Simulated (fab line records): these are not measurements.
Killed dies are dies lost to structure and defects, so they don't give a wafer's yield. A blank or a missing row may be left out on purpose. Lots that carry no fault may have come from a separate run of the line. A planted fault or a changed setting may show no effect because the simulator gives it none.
Matching of chambers / flow gf180mcu / GF_POLY_GATE_ETCH_13 on rieSi-01: 4 sister chambers
The step etches poly-Si in HBr/Cl2, stops on SiO2, target depth 198.5 nm, time 69.6 s. 4 wafers are shown with their chamber, then 8 later ones without.

## EACH WAFER AND ITS CHAMBER
wafer=L415.3; chamber=0; drypumpMotorCurrentA (A)=5.9
wafer=L424.2; chamber=1; drypumpMotorCurrentA (A)=5.9
wafer=L424.4; chamber=2; drypumpMotorCurrentA (A)=5.0
wafer=L425.2; chamber=3; drypumpMotorCurrentA (A)=5.4

## WAFERS MISSING THEIR CHAMBER
wafer=L425.4; drypumpMotorCurrentA (A)=5.9
wafer=L425.6; drypumpMotorCurrentA (A)=5.0
wafer=L426.1; drypumpMotorCurrentA (A)=5.9
wafer=L426.3; drypumpMotorCurrentA (A)=5.5
wafer=L426.4; drypumpMotorCurrentA (A)=5.9
wafer=L428.2; drypumpMotorCurrentA (A)=5.5
wafer=L428.5; drypumpMotorCurrentA (A)=5.9
wafer=L428.6; drypumpMotorCurrentA (A)=5.9

## WHICH CHAMBER EACH ONE RAN IN
wafer=L425.4; from the rows above=can't be placed: 0 or 1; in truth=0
wafer=L425.6; from the rows above=2; in truth=2
wafer=L426.1; from the rows above=can't be placed: 0 or 1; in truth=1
wafer=L426.3; from the rows above=3; in truth=3
wafer=L426.4; from the rows above=can't be placed: 0 or 1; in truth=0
wafer=L428.2; from the rows above=3; in truth=3
wafer=L428.5; from the rows above=can't be placed: 0 or 1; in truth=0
wafer=L428.6; from the rows above=can't be placed: 0 or 1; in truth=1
Correct placement for 3 of the 8. Unplaceable from these rows: 5, with the true chamber sitting among the candidates in 5. 0 placed wrongly.
How it was worked out, from the rows above alone: a wafer's distance from a chamber is the root of the sum, over the readings, of the square of ((its reading less the chamber's mean) divided by the reading's scatter). If the next closest chamber is less than 2 further off than the closest, the wafer can't be placed; otherwise it belongs to the closest. Each chamber's mean is taken over the wafers shown for it. The scatter: root of mean squared gap, hidden wafer to nearest shown wafer, with one shown wafer a chamber.
